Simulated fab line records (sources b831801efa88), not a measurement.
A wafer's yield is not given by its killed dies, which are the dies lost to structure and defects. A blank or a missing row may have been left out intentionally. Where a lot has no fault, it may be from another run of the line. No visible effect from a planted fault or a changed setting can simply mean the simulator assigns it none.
8D (eight disciplines) problem report, filled in by code + flow gf180mcu + the parts of the form that need people (team, actions taken, sign-off) are left out

1. THE ISSUE
Wafers without a fault read 2.9999e+13, standard deviation 2.9e+10; dose_ions_cm2 at GF_HV_LDD_IMPLANT_48 reads a mean of 3.2729e+13 on 6 wafers belonging to 2 lots. That puts it +94 standard deviations away from the usual mean.
First observed at day 17 01:18: wafer L368.2, on implanter-02. At this step, 18 wafers from 6 lots have a number in the record. The rule behind "out" and "out of limits": a value lying over 4 standard deviations away from the usual mean. All remaining wafers that have a number are taken as sound.

2. WHAT IT IS, AND WHAT IT ISN'T
| question                    | is                     | is not                                                                   |
|-----------------------------|------------------------|--------------------------------------------------------------------------|
| which readings at this step | dose_ions_cm2          | -                                                                        |
| which lots                  | L368, L371             | L356, L359, L372, L375                                                   |
| which wafers of those lots  | all that have a number | -                                                                        |
| read on which tools         | implanter-02           | implanter-03, implanter-04                                               |
| when                        | from day 17 01:18      | up to then (6 sound wafers); but 6 sound wafers of L372, L375 came after |

3. SUSPECTS, AND WHAT RULES EACH OUT
Counting: a tool at any process step up to the reading remains a suspect when it ran all the lots that are out and ran no sound lot after the first of those.
- plasma_asher-02 at GF_HV_LDD_STRIP_37 (strips in O2/N2): kept. Every lot that is out went through it, starting with L368 (day 16 03:02), and after that it ran no sound lot; the last sound lot it ran before then is L356 (day 12 02:53).
- implanter-02 at GF_HV_LDD_IMPLANT_48: kept. Every lot that is out went through it, starting with L368 (day 17 01:18), and after that it ran no sound lot; the last sound lot it ran before then is L359 (day 14 01:50). Its own dose_ions_cm2 readings are out on those wafers.
Remaining after the count are plasma_asher-02 at GF_HV_LDD_STRIP_37 and implanter-02 at GF_HV_LDD_IMPLANT_48.

4. THE CAUSE (what the simulator had put in)
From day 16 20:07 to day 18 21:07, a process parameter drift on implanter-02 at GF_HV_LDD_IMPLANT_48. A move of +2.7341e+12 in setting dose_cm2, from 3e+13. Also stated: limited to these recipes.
Of the 2 suspects that counting leaves, this tool is one.

5. SEQUENCE OF EFFECTS, ordered by route
Each row: a reading where the mean over the struck wafers with a number is more than 3 standard deviations away from the usual. Only readings for which the record gives a usual standard deviation are gone through. hours: the time from each lot's start at the first step in this table that gives one to its start at this step, as a median over the lots. sigmas: the change in usual standard deviations.
| hours | step                 | reading            | usual      | on struck wafers | change      | sigmas |
|-------|----------------------|--------------------|------------|------------------|-------------|--------|
| 0     | GF_HV_LDD_IMPLANT_48 | dose_ions_cm2      | 2.9999e+13 | 3.2729e+13       | +2.7303e+12 | +94    |
| 0     | GF_HV_LDD_IMPLANT_48 | faraday_current_uA | 169        | 187              | +18         | +4.8   |
The process steps in it:
- GF_HV_LDD_IMPLANT_48

6. HOW IT WOULD HAVE BEEN CAUGHT EARLIER
The fault began at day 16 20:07; the first out-of-limits reading in this record came at day 17 01:18, 5 hours later.
